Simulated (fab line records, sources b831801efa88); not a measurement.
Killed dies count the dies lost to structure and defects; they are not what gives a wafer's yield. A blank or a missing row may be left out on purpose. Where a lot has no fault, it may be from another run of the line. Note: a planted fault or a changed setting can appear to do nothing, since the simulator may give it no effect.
Matching of chambers / flow gf180mcu / 4 sister chambers for GF_POLY_GATE_ETCH_13 on rie_si-02
The step etches poly-Si in HBr/Cl2, stops on SiO2, target depth 198.5 nm, time 69.6 s. 4 wafers are shown with their chamber, then 7 later ones without.

## WAFERS, EACH WITH ITS CHAMBER
wafer=L199.2; chamber=2; drypump_motor_current_A (A)=5.8
wafer=L199.3; chamber=3; drypump_motor_current_A (A)=6.4
wafer=L199.4; chamber=1; drypump_motor_current_A (A)=5.4
wafer=L212.4; chamber=0; drypump_motor_current_A (A)=5.5

## WAFERS WHOSE CHAMBER IS MISSING
wafer=L212.6; drypump_motor_current_A (A)=6.4
wafer=L213.1; drypump_motor_current_A (A)=6.4
wafer=L213.2; drypump_motor_current_A (A)=5.5
wafer=L213.6; drypump_motor_current_A (A)=5.8
wafer=L215.3; drypump_motor_current_A (A)=5.8
wafer=L215.4; drypump_motor_current_A (A)=5.5
wafer=L215.5; drypump_motor_current_A (A)=5.3

## EACH ONE'S CHAMBER
wafer=L212.6; from the rows above=3; in truth=3
wafer=L213.1; from the rows above=3; in truth=3
wafer=L213.2; from the rows above=0; in truth=0
wafer=L213.6; from the rows above=2; in truth=2
wafer=L215.3; from the rows above=2; in truth=2
wafer=L215.4; from the rows above=0; in truth=0
wafer=L215.5; from the rows above=1; in truth=1
7 of 7 placed correctly. Can't be placed from these rows: 0. Placed wrongly: 0.
How it was worked out, from the rows above alone: a wafer's distance from a chamber is the root of the sum, over the readings, of the square of ((its reading less the chamber's mean) divided by the reading's scatter). The wafer belongs to the nearest chamber; if the next one is less than 2 further off, it can't be placed. A chamber's mean is the mean of its shown wafers. The scatter: with one shown wafer a chamber, the root of the mean of the squares of how far each hidden wafer lies from its nearest shown one.
